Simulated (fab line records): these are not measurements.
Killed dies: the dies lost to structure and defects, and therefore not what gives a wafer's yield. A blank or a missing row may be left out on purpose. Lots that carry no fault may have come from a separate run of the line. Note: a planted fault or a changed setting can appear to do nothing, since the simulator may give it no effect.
fab line records	flow sfq_line
record lots=14	wafers=42	last_day=82
route steps=325 shown I3@146 JJ@183
lots that met no fault: taken from a fault-free run of the same line
start_h: hours from the record's first day to the start of the lot's first wafer shown	wait_h: how many hours have passed since the lot's step before this one	" repeats the value in the row above	L1.1+2: a row that stands for several wafers	- no value present, or no start provided	* or withheld: withheld	< > ~ a bound
route shown NAME@n: NAME is a module with steps in the file, n the number in the route of the first one	usual: mean/standard deviation of fault-free wafers	same: alike in all rows	chamber/n: place in a boat	sites: readings site by site	_std_site: the values' standard deviation	_edge_site: inner sites' mean taken away from outer sites' mean	radius_mm: for every site, how far away it sits from the centre of the wafer	mask NAME#n: copy n	behind: the most recent tool/chamber to have shaped the wafer	hold: reason for holding the lot/hours on hold/outcome of the hold	device: which transistor (n, p or np) failed to switch	end of line: the same wafers' tests at the end of the route	where a step has no rows: the recipe by itself	killed: the dies lost at the first sort to structure and to defects; this is not the yield of the wafer	map: a wafer's dies, marking killed ones x, the rest . and places with no die _
set.NAME: the setting that was run; set.NAME@STEP: the one run at that earlier step	model.NAME: the simulator's own value behind a step, which no gauge read
steps of the route over a sample of lots; a table a step, a row a wafer
services: a tool's chamber out of use, with start hour (start_h, from the record's first day; less than 0 if before it), hours out, and reason
## steps
# step SFQ_TRILAYER_I3_VIA_STRIP_STRIP_089
# recipe gas=O2	power_w=200	platen_temp_c=40	overash_fraction=0.65	chemistry=O2	pressure_mtorr=50
# usual drypump_motor_current_A=5.6/0.33	oes_product_au=0.991/0.01
lot.wafer	tool	chamber	start_h	wait_h	drypump_motor_current_A	oes_product_au	rf_hours_counter_h
L128.1	rie_metal-01	1	981.16	-	6.1	0.972	98
L128.4	"	0	"	"	5.4	0.983	-
L128.6	"	0	"	"	5.3	0.977	-
L129.1	rie_metal-02	0	1008.76	-	5.6	0.987	128
L129.5	"	0	"	"	5.6	0.987	-
L129.6	"	0	"	"	5.6	0.993	-
L130.2	rie_metal-01	1	1009.96	-	6.1	0.991	100
L130.3	"	1	"	"	6.1	0.996	-
L130.6	"	0	"	"	5.4	0.981	-
L132.1	rie_metal-02	0	1063.96	-	5.6	0.996	136
L132.2	"	1	"	"	5.9	0.997	7
L132.5	"	0	"	"	5.6	0.995	-
L134.1	rie_metal-01	0	1075.96	-	5.3	0.982	64
L134.5	"	0	"	"	5.3	0.982	-
L134.6	"	1	"	"	6.1	0.992	-
L135.1	rie_metal-01	0	1090.36	-	5.4	0.991	65
L135.4	"	0	"	"	5.3	0.986	-
L135.5	"	1	"	"	6.0	0.996	-
L136.2	rie_metal-02	1	1101.22	-	5.9	1.005	11
L136.5	"	0	"	"	5.7	1.000	-
L136.6	"	1	"	"	5.9	0.998	-
L137.1	rie_metal-01	1	1104.82	-	6.1	1.004	109
L137.2	"	0	"	"	5.3	0.983	66
L137.6	"	0	"	"	5.3	0.985	-
L139.1	rie_metal-03	0	1120.42	-	5.0	1.009	125
L139.3	"	0	"	"	5.0	1.012	-
L139.5	"	1	"	"	5.7	0.985	-
L141.1	rie_metal-01	1	1138.42	-	6.1	0.996	112
L141.2	"	0	"	"	5.3	0.982	69
L141.5	"	0	"	"	5.3	0.977	-
L145.1	rie_metal-03	0	1172.15	-	5.0	0.997	131
L145.2	"	1	"	"	5.7	0.989	121
L145.5	"	0	"	"	5.0	0.997	-
L147.1	rie_metal-01	0	1252.57	-	5.3	0.975	78
L147.4	"	0	"	"	5.3	0.972	-
L147.6	"	1	"	"	6.1	0.989	-
L148.1	rie_metal-03	0	1254.77	-	5.0	1.012	11
L148.3	"	1	"	"	5.7	0.989	-
L148.5	"	0	"	"	5.0	1.010	-
L149.3	rie_metal-01	0	1257.37	-	5.3	0.974	-
L149.4	"	1	"	"	6.1	0.997	-
L149.5	"	1	"	"	6.1	0.990	-
# step SFQ_JJ_RS_MEAS_929
# recipe thk_meas_gauge=four-point-probe	reads=Nb_of_TRILAYER_JJ_TRILAYER_DEP_SPUTTER_112
# usual JJ_NB_RS=1.051/0.012
lot.wafer	tool	chamber	start_h	wait_h	JJ_NB_RS[ohm/sq]
L128.1	film_metro-04	-	1159.23	0.0	1.032
L128.4	"	-	"	"	1.045
L128.6	"	-	"	"	1.035
L129.1	film_metro-03	-	1166.84	0.0	1.041
L129.5	"	-	"	"	1.033
L129.6	"	-	"	"	1.046
L130.2	film_metro-03	-	1168.68	0.1	1.050
L130.3	"	-	"	"	1.050
L130.6	"	-	"	"	1.049
L132.1	film_metro-02	-	1216.05	0.0	1.032
L132.2	"	-	"	"	1.032
L132.5	"	-	"	"	1.026
L134.1	film_metro-03	-	1229.04	0.0	1.069
L134.5	"	-	"	"	1.067
L134.6	"	-	"	"	1.051
L135.1	film_metro-03	-	1239.29	0.0	1.059
L135.4	"	-	"	"	1.069
L135.5	"	-	"	"	1.059
L136.2	film_metro-03	-	1351.48	0.1	1.046
L136.5	"	-	"	"	1.056
L136.6	"	-	"	"	1.034
L137.1	film_metro-03	-	1355.06	0.0	1.048
L137.2	"	-	"	"	1.045
L137.6	"	-	"	"	1.047
L139.1	film_metro-02	-	1367.06	0.0	1.072
L139.3	"	-	"	"	1.079
L139.5	"	-	"	"	1.074
L141.1	film_metro-03	-	1390.76	0.0	1.041
L141.2	"	-	"	"	1.060
L141.5	"	-	"	"	1.049
L145.1	film_metro-03	-	1408.76	0.0	1.059
L145.2	"	-	"	"	1.046
L145.5	"	-	"	"	1.059
L147.1	film_metro-02	-	1475.64	0.0	1.040
L147.4	"	-	"	"	1.049
L147.6	"	-	"	"	1.052
L148.1	film_metro-02	-	1484.23	0.0	1.066
L148.3	"	-	"	"	1.060
L148.5	"	-	"	"	1.054
L149.3	film_metro-04	-	1490.08	0.1	1.053
L149.4	"	-	"	"	1.066
L149.5	"	-	"	"	1.068
# step SFQ_TRILAYER_JJ_CE_LITHO_EXPOSE_115
# recipe mask_id=J5	na=0.6	source_shape=conventional	sigma_outer=0.65	target_cd_nm=700	dose_mj=14.4
# usual exposure_dose_mJ_cm2=14.398/0.016	focus_offset_nm=0.0/0.53
lot.wafer	tool	chamber	start_h	wait_h	mask	exposure_dose_mJ_cm2	focus_offset_nm
L128.1	krf_scanner-01	0	1287.79	-	J5#0	14.391	-0.4
L128.4	"	0	"	"	J5#0	14.389	-0.2
L128.6	"	0	"	"	J5#0	14.407	0.4
L129.1	krf_scanner-01	0	1296.19	-	J5#0	14.404	0.1
L129.5	"	0	"	"	J5#0	14.412	0.6
L129.6	"	0	"	"	J5#0	14.399	0.1
L130.2	krf_scanner-01	0	1297.59	-	J5#0	14.392	-0.1
L130.3	"	0	"	"	J5#0	14.395	0.9
L130.6	"	0	"	"	J5#0	14.415	0.1
L132.1	krf_scanner-02	0	1301.89	-	J5#0	14.382	0.0
L132.2	"	0	"	"	J5#0	14.392	-0.4
L132.5	"	0	"	"	J5#0	14.389	-0.3
L134.1	krf_scanner-02	0	1304.29	-	J5#0	14.398	0.4
L134.5	"	0	"	"	J5#0	14.384	0.2
L134.6	"	0	"	"	J5#0	14.416	0.3
L135.1	krf_scanner-02	0	1305.49	-	J5#0	14.410	-0.4
L135.4	"	0	"	"	J5#0	14.402	-0.7
L135.5	"	0	"	"	J5#0	14.399	0.4
L136.2	krf_scanner-01	0	1431.38	-	J5#0	14.389	0.6
L136.5	"	0	"	"	J5#0	14.395	0.0
L136.6	"	0	"	"	J5#0	14.386	0.8
L137.1	krf_scanner-01	0	1433.58	-	J5#0	14.420	-0.5
L137.2	"	0	"	"	J5#0	14.387	0.4
L137.6	"	0	"	"	J5#0	14.403	0.9
L139.1	krf_scanner-01	0	1441.98	-	J5#0	14.415	-1.6
L139.3	"	0	"	"	J5#0	14.405	-0.9
L139.5	"	0	"	"	J5#0	14.385	-0.4
L141.1	krf_scanner-01	0	1477.98	-	J5#0	14.402	-0.1
L141.2	"	0	"	"	J5#0	14.396	0.5
L141.5	"	0	"	"	J5#0	14.379	0.2
L145.1	krf_scanner-01	0	1513.06	-	J5#0	14.382	0.4
L145.2	"	0	"	"	J5#0	14.383	-0.3
L145.5	"	0	"	"	J5#0	14.404	-0.5
L147.1	krf_scanner-02	0	1575.83	-	J5#0	14.396	-0.1
L147.4	"	0	"	"	J5#0	14.402	-0.1
L147.6	"	0	"	"	J5#0	14.421	-0.3
L148.1	krf_scanner-02	0	1583.03	-	J5#0	13.192	0.3
L148.3	"	0	"	"	J5#0	13.206	-0.3
L148.5	"	0	"	"	J5#0	13.186	-0.3
L149.3	krf_scanner-02	0	1590.63	-	J5#0	13.175	0.6
L149.4	"	0	"	"	J5#0	13.169	-0.2
L149.5	"	0	"	"	J5#0	13.161	-0.3
# step SFQ_JJ_OVL_MEAS_931
# usual J5_OVL=1/4.7
lot.wafer	tool	chamber	start_h	wait_h	J5_OVL[nm]
L128.1	overlay-02	-	1289.29	0.1	-3
L128.4	"	-	"	"	3
L128.6	"	-	"	"	-4
L129.1	overlay-01	-	1297.69	0.1	11
L129.5	"	-	"	"	12
L129.6	"	-	"	"	7
L130.2	overlay-02	-	1298.90	0.1	-3
L130.3	"	-	"	"	3
L130.6	"	-	"	"	-1
L132.1	overlay-02	-	1303.39	0.1	3
L132.2	"	-	"	"	4
L132.5	"	-	"	"	-2
L134.1	overlay-02	-	1305.79	0.1	10
L134.5	"	-	"	"	1
L134.6	"	-	"	"	1
L135.1	overlay-02	-	1306.99	0.1	1
L135.4	"	-	"	"	2
L135.5	"	-	"	"	3
L136.2	overlay-01	-	1432.68	0.1	7
L136.5	"	-	"	"	-5
L136.6	"	-	"	"	4
L137.1	overlay-01	-	1435.08	0.1	3
L137.2	"	-	"	"	0
L137.6	"	-	"	"	-3
L139.1	overlay-02	-	1443.48	0.1	-6
L139.3	"	-	"	"	-2
L139.5	"	-	"	"	-4
L141.1	overlay-01	-	1479.48	0.1	-3
L141.2	"	-	"	"	3
L141.5	"	-	"	"	-3
L145.1	overlay-01	-	1514.56	0.1	6
L145.2	"	-	"	"	-5
L145.5	"	-	"	"	-3
L147.1	overlay-02	-	1577.33	0.1	-3
L147.4	"	-	"	"	-8
L147.6	"	-	"	"	-2
L148.1	overlay-02	-	1584.53	0.1	11
L148.3	"	-	"	"	9
L148.5	"	-	"	"	8
L149.3	overlay-01	-	1591.74	0.1	-3
L149.4	"	-	"	"	-6
L149.5	"	-	"	"	1
# step SFQ_TRILAYER_JJ_CE_METRO_MEASURE_117
# usual cd_nm=700.2/1.5
lot.wafer	tool	chamber	start_h	wait_h	cd_nm
L128.1	cd_sem-02	-	1289.33	0.0	699.8
L128.4	"	-	"	"	700.6
L128.6	"	-	"	"	700.3
L129.1	cd_sem-01	-	1297.73	0.0	702.4
L129.5	"	-	"	"	702.0
L129.6	"	-	"	"	701.9
L130.2	cd_sem-01	-	1299.13	0.2	698.0
L130.3	"	-	"	"	699.5
L130.6	"	-	"	"	698.8
L132.1	cd_sem-01	-	1303.43	0.0	698.8
L132.2	"	-	"	"	698.6
L132.5	"	-	"	"	697.8
L134.1	cd_sem-01	-	1305.83	0.0	698.3
L134.5	"	-	"	"	697.7
L134.6	"	-	"	"	698.7
L135.1	cd_sem-02	-	1307.03	0.0	700.3
L135.4	"	-	"	"	699.8
L135.5	"	-	"	"	698.6
L136.2	cd_sem-01	-	1432.91	0.2	699.9
L136.5	"	-	"	"	699.0
L136.6	"	-	"	"	700.7
L137.1	cd_sem-02	-	1435.11	0.0	700.6
L137.2	"	-	"	"	701.4
L137.6	"	-	"	"	701.7
L139.1	cd_sem-02	-	1443.51	0.0	700.0
L139.3	"	-	"	"	700.5
L139.5	"	-	"	"	700.8
L141.1	cd_sem-01	-	1479.51	0.0	699.6
L141.2	"	-	"	"	698.8
L141.5	"	-	"	"	699.1
L145.1	cd_sem-01	-	1514.60	0.0	700.2
L145.2	"	-	"	"	701.4
L145.5	"	-	"	"	701.0
L147.1	cd_sem-01	-	1577.36	0.0	699.4
L147.4	"	-	"	"	700.5
L147.6	"	-	"	"	701.0
L148.1	cd_sem-02	-	1584.56	0.0	715.9
L148.3	"	-	"	"	715.3
L148.5	"	-	"	"	714.4
L148.1	cd_sem-02	-	1585.93	1.2	715.7
L148.3	"	-	"	"	715.3
L148.5	"	-	"	"	714.3
L149.3	cd_sem-01	-	1592.16	0.4	714.4
L149.4	"	-	"	"	714.4
L149.5	"	-	"	"	713.2
L149.3	cd_sem-01	-	1593.53	1.2	714.3
L149.4	"	-	"	"	714.5
L149.5	"	-	"	"	713.9
## services
tool	chamber	start_h	hours	kind
krf_scanner-01	-	963.94	3.6	pm
rie_metal-01	0	966.56	5.8	repair
cd_sem-01	-	1001.51	1.4	pm
krf_scanner-01	-	1008.98	4.0	pm
cd_sem-01	-	1009.15	1.9	pm
krf_scanner-01	-	1038.07	1.0	pm
krf_scanner-01	-	1051.28	72.0	pm
cd_sem-01	-	1102.51	0.3	pm
cd_sem-01	-	1116.36	1.9	pm
krf_scanner-01	-	1123.28	1.3	pm
krf_scanner-01	-	1124.58	21.0	pm
krf_scanner-01	-	1127.78	1.1	repair
cd_sem-01	-	1193.15	0.6	pm
cd_sem-01	-	1248.96	3.5	repair
cd_sem-01	-	1271.51	1.6	pm
cd_sem-01	-	1286.51	2.2	pm
cd_sem-01	-	1304.63	0.9	pm
cd_sem-01	-	1377.15	3.5	pm
cd_sem-01	-	1456.50	2.7	repair
cd_sem-01	-	1470.51	1.2	pm
cd_sem-01	-	1484.36	0.4	pm
cd_sem-01	-	1541.51	0.3	pm
cd_sem-01	-	1561.15	1.0	pm
cd_sem-01	-	1584.14	2.0	pm
## key
first_sign step=SFQ_TRILAYER_JJ_CE_LITHO_EXPOSE_115	reading=exposure_dose_mJ_cm2	direction=down	sigmas=77	usual=14.398	struck=13.182
effect step=SFQ_TRILAYER_JJ_CE_METRO_MEASURE_117	reading=visit	direction=added
effect step=SFQ_TRILAYER_JJ_CE_METRO_MEASURE_117	reading=cd_nm	direction=up	sigmas=9.5	usual=700.2	struck=714.6
met_at SFQ_TRILAYER_JJ_CE_LITHO_EXPOSE_115
struck_lots L148,L149
not_acting_at SFQ_TRILAYER_I3_VIA_STRIP_STRIP_089,SFQ_JJ_RS_MEAS_929,SFQ_JJ_OVL_MEAS_931
onset_between 1575.83 1583.03
fault kind=process_parameter_drift	tool=krf_scanner-02	chamber=-	onset_h=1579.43	steps=SFQ_TRILAYER_JJ_CE_LITHO_EXPOSE_115	channel=dose_mj	offset=-1.2277	shape=step	acts_in=these_recipes_only	stated=14.4
